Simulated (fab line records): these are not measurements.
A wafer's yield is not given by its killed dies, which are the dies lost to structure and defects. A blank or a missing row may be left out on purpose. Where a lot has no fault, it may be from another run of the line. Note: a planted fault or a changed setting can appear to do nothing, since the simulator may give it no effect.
fab line records	flow sky130
record lots=13	wafers=39	last_day=50
route steps=708 shown FIELD_ISO@18 VT_ADJUST_HVTP@93 VT_ADJUST_NCORE@126 PAD_OPEN@708
lots that met no fault: taken from a fault-free run of the same line
start_h: hours from the record's first day to the start of the lot's first wafer shown	wait_h: time in hours since the lot's previous step	" as in the row above	L1.1+2: a row that stands for several wafers	- no value, or no start was given	* or withheld: withheld	< > ~ a bound
route shown NAME@n: a module of which the file shows steps, and the number in the route of the first	usual: mean and standard deviation over wafers with no fault	same: alike in all rows	chamber/n: place in a boat	sites: each site's reading	_std_site: standard deviation of those values	_edge_site: mean of outer sites minus mean of inner sites	radius_mm: how far each site lies from the wafer's centre	mask NAME#n: copy n	behind: tool/chamber where the wafer was last shaped	hold: why the lot went on hold/how many hours it stayed there/how the hold came to an end	device: the n, p or np transistor that did not switch	end of line: tests run on the same wafers once the route is complete	step lacking rows: just its recipe	killed: at the first sort, the dies lost to defects and structure; wafer yield is something else	map: per-die view of a wafer (x killed, . not killed, _ where there is no die)
set.NAME: the setting that was run; set.NAME@STEP: the one run at that earlier step	model.NAME: the simulator's own value behind a step, which no gauge read
steps of the route over a sample of lots; a table a step, a row a wafer
services: when a tool's chamber went out of use (start_h, in hours from the record's first day, below 0 if earlier), for how many hours, and the reason
## steps
# step SKY_FIELD_ISO_ETCH_17
# recipe target_depth_a=3420	mask_material=Si3N4	chemistry=HBr/Cl2/O2	target=Si	taper_deg=5	icp_w=600	bias_w=150	pressure_mtorr=15	HBr_flow_sccm=150	Cl2_flow_sccm=40	O2_flow_sccm=6	time_s=97.7
# usual drypump_motor_current_A=5.6/0.42	he_backside_leak_sccm=2.9/0.32	oes_product_au=1.000/0.011	throttle_valve_pct=25.656/0.011
lot.wafer	tool	chamber	start_h	wait_h	drypump_motor_current_A	he_backside_leak_sccm	oes_product_au	rf_hours_counter_h	throttle_valve_pct
L789.1	rie_si-01	1	34.22	0.1	5.9	3.1	1.010	128	25.647
L789.4	"	2	"	"	5.2	2.5	0.995	-	25.657
L789.6	"	1	"	"	5.9	2.9	1.010	-	25.651
L790.1	rie_si-01	2	37.50	0.1	5.2	2.8	0.997	3	25.663
L790.2	"	3	"	"	5.3	2.7	0.990	40	25.655
L790.6	"	1	"	"	5.9	3.0	1.007	-	25.644
L791.1	rie_si-01	2	45.37	0.1	5.2	2.4	0.993	3	25.650
L791.5	"	1	"	"	5.9	3.2	1.011	-	25.657
L791.6	"	3	"	"	5.3	2.8	0.993	-	25.655
L792.1	rie_si-02	0	49.82	0.1	5.4	3.1	0.998	127	25.664
L792.3	"	2	"	"	6.6	3.2	0.996	107	25.674
L792.6	"	0	"	"	5.4	3.1	1.000	-	25.664
L793.1	rie_si-02	1	55.87	0.1	6.0	2.7	0.997	55	25.658
L793.4	"	3	"	"	5.7	3.1	0.996	115	25.657
L793.6	"	0	"	"	5.4	2.8	0.997	-	25.654
L796.2	rie_si-02	3	69.95	0.1	5.7	3.3	1.006	115	25.633
L796.4	"	0	"	"	5.4	3.0	0.810	127	25.790
L796.6	"	0	"	"	5.4	2.9	0.800	-	25.810
L800.1	rie_si-02	2	91.07	0.1	6.5	3.3	1.004	107	25.654
L800.2	"	0	"	"	5.4	3.2	0.803	128	25.799
L800.6	"	2	"	"	6.5	3.3	1.000	-	25.675
L801.3	rie_si-01	0	95.69	0.0	5.3	2.6	0.998	0	25.644
L801.4	"	1	"	"	5.9	3.0	1.010	128	25.637
L801.5	"	0	"	"	5.3	2.7	1.004	-	25.662
L803.1	rie_si-01	2	107.67	0.1	5.2	2.8	1.020	4	25.636
L803.5	"	0	"	"	5.3	2.7	1.018	-	25.649
L803.6	"	3	"	"	5.3	2.6	0.998	-	25.649
L805.1	rie_si-01	2	116.17	0.1	5.1	2.6	0.997	4	25.656
L805.5	"	3	"	"	5.3	2.6	1.004	-	25.643
L805.6	"	0	"	"	5.3	2.7	1.019	-	25.638
L807.1	rie_si-01	0	126.70	0.1	5.3	2.5	1.015	1	25.656
L807.4	"	1	"	"	5.9	2.9	1.015	129	25.645
L807.5	"	0	"	"	5.3	2.6	1.014	-	25.640
L810.1	rie_si-01	2	143.49	0.1	5.2	2.7	0.989	4	25.663
L810.3	"	0	"	"	5.3	2.7	1.010	1	25.648
L810.6	"	0	"	"	5.2	2.8	1.010	-	25.651
L811.2	rie_si-01	2	147.59	0.1	5.2	2.9	0.996	4	25.660
L811.3	"	3	"	"	5.3	2.7	1.000	41	25.650
L811.5	"	0	"	"	5.2	2.6	0.996	-	25.662
# step SKY_FIELD_ISO_CMP_27
# recipe stop_on=Si3N4	t_overpolish_s=16	down_force_psi=4	platen_rpm=60	target_thk_nm=457.8	pad_velocity_m_s=0.94248
# usual motor_current_A=11.8/1.1	overpolish_run_s=16.000/0.0088	time_to_endpoint_s=114/4.7
lot.wafer	tool	chamber	start_h	wait_h	motor_current_A	overpolish_run_s	time_to_endpoint_s
L789.4	cmp-02	3	37.48	0.1	10.4	16.018	120
L789.1	"	1	"	"	12.0	15.999	108
L789.6	"	3	"	"	10.9	15.986	118
L790.2	cmp-02	1	41.23	0.0	11.8	16.003	116
L790.1	"	2	"	"	14.4	16.008	117
L790.6	"	1	"	"	12.8	15.985	116
L791.1	cmp-02	0	48.59	0.0	11.8	15.995	116
L791.6	"	0	"	"	12.0	16.005	116
L791.5	"	1	"	"	12.1	16.016	115
L792.3	cmp-02	1	53.80	0.1	12.6	15.996	111
L792.1	"	2	"	"	14.0	15.991	115
L792.6	"	0	"	"	11.9	16.003	114
L793.1	cmp-01	1	60.39	0.1	11.6	15.996	110
L793.4	"	3	"	"	11.5	16.005	112
L793.6	"	0	"	"	10.4	15.990	112
L796.4	cmp-02	0	74.43	0.1	12.1	16.001	111
L796.2	"	2	"	"	14.2	15.989	112
L796.6	"	3	"	"	10.4	16.009	118
L800.1	cmp-01	1	94.50	0.0	11.3	16.010	111
L800.2	"	0	"	"	10.1	15.995	106
L800.6	"	2	"	"	12.8	15.996	109
L801.3	cmp-01	2	99.60	0.1	12.3	16.015	113
L801.4	"	3	"	"	11.4	15.992	114
L801.5	"	1	"	"	11.1	16.009	121
L803.1	cmp-02	0	110.88	0.0	12.1	15.976	112
L803.5	"	0	"	"	11.3	15.991	113
L803.6	"	1	"	"	12.4	15.998	111
L805.1	cmp-02	0	119.66	0.1	12.7	16.000	115
L805.6	"	3	"	"	10.4	16.002	117
L805.5	"	0	"	"	12.0	16.003	117
L807.1	cmp-02	2	129.94	0.0	13.7	15.984	116
L807.4	"	0	"	"	11.9	16.001	111
L807.5	"	2	"	"	14.3	16.017	117
L810.3	cmp-02	3	148.20	0.1	10.5	16.001	127
L810.1	"	1	"	"	12.2	15.999	120
L810.6	"	3	"	"	10.7	16.001	128
L811.3	cmp-02	1	151.01	0.0	12.4	15.989	112
L811.2	"	2	"	"	13.9	15.994	116
L811.5	"	2	"	"	12.7	15.985	116
# step SKY_VT_ADJUST_HVTP_OVL_MEAS_08
# usual VT_ADJUST_HVTP_OVL=-0.2/1.5
lot.wafer	tool	chamber	start_h	wait_h	VT_ADJUST_HVTP_OVL[nm]
L789.1	overlay-02	-	126.22	0.1	-3.4
L789.4	"	-	"	"	-2.2
L789.6	"	-	"	"	-2.1
L790.1	overlay-01	-	130.37	0.1	-0.3
L790.2	"	-	"	"	0.0
L790.6	"	-	"	"	0.5
L791.1	overlay-02	-	139.44	0.1	-0.9
L791.5	"	-	"	"	-0.4
L791.6	"	-	"	"	-0.9
L792.1	overlay-01	-	145.79	0.1	-1.7
L792.3	"	-	"	"	-1.7
L792.6	"	-	"	"	-1.9
L793.1	overlay-01	-	152.45	0.1	-0.2
L793.4	"	-	"	"	-0.6
L793.6	"	-	"	"	0.7
L796.2	overlay-02	-	167.46	0.1	1.0
L796.4	"	-	"	"	-0.5
L796.6	"	-	"	"	0.1
L800.1	overlay-01	-	191.45	0.1	0.2
L800.2	"	-	"	"	0.2
L800.6	"	-	"	"	2.4
L801.3	overlay-01	-	196.96	0.1	1.6
L801.4	"	-	"	"	2.4
L801.5	"	-	"	"	1.3
L803.1	overlay-01	-	211.32	0.1	-1.9
L803.5	"	-	"	"	-3.0
L803.6	"	-	"	"	-3.2
L805.1	overlay-01	-	222.17	0.1	0.4
L805.5	"	-	"	"	0.0
L805.6	"	-	"	"	1.5
L807.1	overlay-02	-	232.59	0.1	-2.7
L807.4	"	-	"	"	-1.0
L807.5	"	-	"	"	-0.8
L810.1	overlay-02	-	253.87	0.1	2.2
L810.3	"	-	"	"	2.3
L810.6	"	-	"	"	0.9
L811.2	overlay-02	-	257.69	0.1	-1.3
L811.3	"	-	"	"	1.4
L811.5	"	-	"	"	0.7
# step SKY_VT_ADJUST_NCORE_CD_MEAS_07
# recipe target_cd_nm=380
# usual cd_nm=379.9/2.3
lot.wafer	tool	chamber	start_h	wait_h	cd_nm
L789.1	cd_sem-01	-	182.07	0.1	379.2
L789.4	"	-	"	"	379.6
L789.6	"	-	"	"	381.0
L790.1	cd_sem-01	-	187.68	0.1	378.5
L790.2	"	-	"	"	377.4
L790.6	"	-	"	"	378.9
L791.1	cd_sem-02	-	197.73	0.1	378.9
L791.5	"	-	"	"	379.3
L791.6	"	-	"	"	379.8
L792.1	cd_sem-01	-	204.17	0.1	380.7
L792.3	"	-	"	"	381.0
L792.6	"	-	"	"	383.4
L793.1	cd_sem-02	-	211.47	0.1	382.9
L793.4	"	-	"	"	383.3
L793.6	"	-	"	"	383.9
L796.2	cd_sem-02	-	227.34	0.1	380.0
L796.4	"	-	"	"	376.6
L796.6	"	-	"	"	377.8
L800.1	cd_sem-02	-	256.98	0.1	381.2
L800.2	"	-	"	"	382.9
L800.6	"	-	"	"	382.5
L801.3	cd_sem-01	-	260.91	0.1	385.4
L801.4	"	-	"	"	382.3
L801.5	"	-	"	"	379.1
L803.1	cd_sem-02	-	277.62	0.1	382.7
L803.5	"	-	"	"	381.0
L803.6	"	-	"	"	379.4
L805.1	cd_sem-02	-	291.06	0.2	382.6
L805.5	"	-	"	"	383.5
L805.6	"	-	"	"	382.1
L807.1	cd_sem-02	-	302.53	0.1	380.3
L807.4	"	-	"	"	377.9
L807.5	"	-	"	"	375.9
L810.1	cd_sem-01	-	326.42	0.1	378.4
L810.3	"	-	"	"	380.3
L810.6	"	-	"	"	379.6
L811.2	cd_sem-01	-	329.74	0.1	378.3
L811.3	"	-	"	"	378.1
L811.5	"	-	"	"	376.9
# step SKY_PAD_OPEN_PROBE_99
# usual killed_at_M0_to_M3=42/7.4	killed_at_M4_up=3.4/1.8	killed_at_contacts=25/5.4	killed_at_front_end=15/4.4	killed_at_other=0.2/0.52	killed_dies=86/9.3	killed_open=47/7.6	killed_short=39/6.5
# same gross_dies=492	killed_at_back_side=0
lot.wafer	tool	chamber	start_h	wait_h	killed_at_M0_to_M3	killed_at_M4_up	killed_at_contacts	killed_at_front_end	killed_at_other	killed_dies	killed_open	killed_short
L791.1	prober-01	-	1087.99	0.1	41	6	25	14	1	87	43	44
L791.5	prober-01	-	1088.19	0.2	48	4	15	8	0	75	37	38
L791.6	prober-01	-	1088.24	0.2	33	6	23	13	0	75	44	31
L792.1	prober-02	-	1090.45	0.1	37	3	17	18	0	75	33	42
L792.3	prober-02	-	1090.55	0.2	36	2	25	21	0	84	51	33
L792.6	prober-02	-	1090.70	0.2	40	7	30	13	1	91	54	37
L793.1	prober-01	-	1099.96	0.1	41	2	25	15	0	83	50	33
L793.4	prober-01	-	1100.11	0.2	53	5	15	16	0	89	42	47
L793.6	prober-01	-	1100.21	0.2	38	7	31	14	0	90	56	34
L796.4	prober-02	-	1113.77	0.2	42	3	27	17	0	89	44	45
L800.1	prober-02	-	1138.21	0.1	37	4	26	12	0	79	40	39
L800.2	prober-02	-	1138.26	0.1	49	2	25	17	0	93	50	43
L800.6	prober-02	-	1138.46	0.2	42	3	27	21	1	94	58	36
L803.1	prober-02	-	1152.18	0.1	38	4	19	17	0	78	41	37
L803.5	prober-02	-	1152.38	0.2	31	4	30	17	0	82	46	36
L803.6	prober-02	-	1152.43	0.2	32	2	21	18	0	73	39	34
# killed by level:class
L791.1 CONTACT:geometric_particle:open=10 VIA1:geometric_particle:open=8 VIA2:geometric_particle:open=8 METAL2:geometric_particle:short=6 LI_CONTACT:geometric_particle:open=6 METAL1:geometric_particle:short=6 POLY_GATE:geometric_particle:short=5 VIA1:geometric_particle:short=5
L791.5 VIA1:geometric_particle:open=12 METAL1:geometric_particle:short=10 VIA1:geometric_particle:short=5 VIA2:geometric_particle:open=5 LI_CONTACT:geometric_particle:open=4 CONTACT:geometric_particle:short=4 CONTACT:geometric_particle:open=4 POLY_GATE:geometric_particle:open=3
L791.6 VIA1:geometric_particle:open=9 VIA3:geometric_particle:open=6 LI_CONTACT:geometric_particle:open=6 CONTACT:geometric_particle:open=6 CONTACT:geometric_particle:short=5 VIA2:geometric_particle:open=5 METAL1:geometric_particle:short=4 METAL4:geometric_particle:short=4
L792.1 METAL2:geometric_particle:short=8 VIA1:geometric_particle:open=7 POLY_GATE:geometric_particle:open=6 CONTACT:geometric_particle:short=6 VIA2:geometric_particle:open=5 LOCAL_INTERCONNECT:geometric_particle:short=4 VIA2:geometric_particle:short=4 SPACER:geometric_particle:open=3
L792.3 CONTACT:geometric_particle:open=10 VIA2:geometric_particle:open=8 FIELD_ISO:geometric_particle:open=6 POLY_GATE:geometric_particle:short=6 LOCAL_INTERCONNECT:geometric_particle:short=6 VIA1:geometric_particle:open=6 VIA3:geometric_particle:open=6 LOCAL_INTERCONNECT:geometric_particle:open=5
L792.6 CONTACT:geometric_particle:open=16 VIA1:geometric_particle:open=12 VIA3:geometric_particle:open=8 METAL1:geometric_particle:short=6 METAL4:geometric_particle:short=6 LI_CONTACT:geometric_particle:short=4 FIELD_ISO:geometric_particle:short=4 FIELD_ISO:geometric_particle:open=4
L793.1 CONTACT:geometric_particle:open=11 VIA1:geometric_particle:open=10 VIA1:geometric_particle:short=7 VIA3:geometric_particle:open=6 VIA2:geometric_particle:open=6 METAL2:geometric_particle:short=6 FIELD_ISO:geometric_particle:short=5 FIELD_ISO:geometric_particle:open=5
L793.4 VIA1:geometric_particle:open=9 VIA1:geometric_particle:short=9 METAL1:geometric_particle:short=7 VIA3:geometric_particle:open=7 METAL2:geometric_particle:short=6 VIA2:geometric_particle:open=6 FIELD_ISO:geometric_particle:short=5 POLY_GATE:geometric_particle:short=5
L793.6 CONTACT:geometric_particle:open=17 VIA1:geometric_particle:open=11 METAL4:geometric_particle:short=6 LI_CONTACT:geometric_particle:open=5 VIA3:geometric_particle:open=5 METAL2:geometric_particle:short=5 METAL1:geometric_particle:short=4 VIA1:geometric_particle:short=4
L796.4 CONTACT:geometric_particle:short=9 VIA1:geometric_particle:open=9 VIA3:geometric_particle:open=8 CONTACT:geometric_particle:open=7 VIA1:geometric_particle:short=7 POLY_GATE:geometric_particle:open=5 LI_CONTACT:geometric_particle:open=5 METAL2:geometric_particle:short=5
L800.1 CONTACT:geometric_particle:open=10 VIA3:geometric_particle:open=7 LOCAL_INTERCONNECT:geometric_particle:short=5 LI_CONTACT:geometric_particle:open=5 VIA1:geometric_particle:open=5 VIA2:geometric_particle:short=5 VIA3:geometric_particle:short=5 FIELD_ISO:geometric_particle:short=4
L800.2 LI_CONTACT:geometric_particle:open=10 CONTACT:geometric_particle:open=8 VIA1:geometric_particle:open=8 VIA2:geometric_particle:open=8 VIA3:geometric_particle:open=7 FIELD_ISO:geometric_particle:short=6 METAL2:geometric_particle:short=6 METAL1:geometric_particle:short=5
L800.6 CONTACT:geometric_particle:open=14 VIA1:geometric_particle:open=14 FIELD_ISO:geometric_particle:short=10 VIA2:geometric_particle:open=6 VIA3:geometric_particle:open=6 FIELD_ISO:geometric_particle:open=5 LI_CONTACT:geometric_particle:open=5 VIA1:geometric_particle:short=5
L803.1 VIA3:geometric_particle:open=11 LI_CONTACT:geometric_particle:open=7 CONTACT:geometric_particle:open=5 VIA2:geometric_particle:open=5 FIELD_ISO:geometric_particle:open=4 POLY_GATE:geometric_particle:short=4 METAL1:geometric_particle:short=4 VIA1:geometric_particle:short=4
L803.5 LI_CONTACT:geometric_particle:open=10 CONTACT:geometric_particle:open=8 VIA1:geometric_particle:open=8 FIELD_ISO:geometric_particle:short=6 METAL1:geometric_particle:short=6 LOCAL_INTERCONNECT:geometric_particle:short=5 FIELD_ISO:geometric_particle:open=4 CONTACT:geometric_particle:short=4
L803.6 VIA1:geometric_particle:open=11 FIELD_ISO:geometric_particle:short=7 FIELD_ISO:geometric_particle:open=6 METAL1:geometric_particle:short=6 LI_CONTACT:geometric_particle:open=5 CONTACT:geometric_particle:short=4 LOCAL_INTERCONNECT:geometric_particle:short=4 METAL2:geometric_particle:short=4
## services
tool	chamber	start_h	hours	kind
rie_si-02	-	20.83	28.1	pm
cmp-02	-	24.80	0.3	repair
rie_si-01	0	33.58	-	clean
rie_si-01	0	33.58	16.7	scheduled_down
rie_si-01	0	33.58	16.7	vent_cycle
rie_si-01	-	60.75	0.7	repair
cmp-01	-	64.12	4.0	pm
rie_si-01	-	64.35	2.8	pm
cmp-01	-	68.12	-	consumable_replace:conditioner
cmp-01	-	68.12	-	consumable_replace:pad
cmp-01	-	70.09	1.5	repair
cmp-02	-	124.07	4.6	pm
rie_si-02	1	130.17	2.7	repair
cmp-02	-	132.58	2.6	repair
rie_si-01	-	133.06	5.1	repair
rie_si-02	-	138.12	15.6	pm
cmp-01	-	145.18	14.8	pm
## key
first_sign step=SKY_FIELD_ISO_ETCH_17	reading=oes_product_au	direction=down	sigmas=18	usual=1.000	struck=0.805
effect step=SKY_FIELD_ISO_ETCH_17	reading=throttle_valve_pct	direction=up	sigmas=13	usual=25.656	struck=25.800
met_at SKY_FIELD_ISO_ETCH_17
struck_lots L796,L800
struck_wafers L796.4,L796.6,L800.2
tester_left_out L796,L800
not_acting_at SKY_FIELD_ISO_CMP_27,SKY_VT_ADJUST_HVTP_OVL_MEAS_08,SKY_VT_ADJUST_NCORE_CD_MEAS_07
onset_between 55.87 69.95
fault kind=process_parameter_drift	tool=rie_si-02	chamber=0	onset_h=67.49	steps=SKY_FIELD_ISO_ETCH_17	channel=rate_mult	offset=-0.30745	shape=step	end_h=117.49
# tester_left_out: of these lots the tester's yield and bins aren't shown, on N5 and GAA mostly nor the transistor test; their killed dies are dies lost to structure and defects alone, not to doping, threshold or leakage, so they don't give the yield
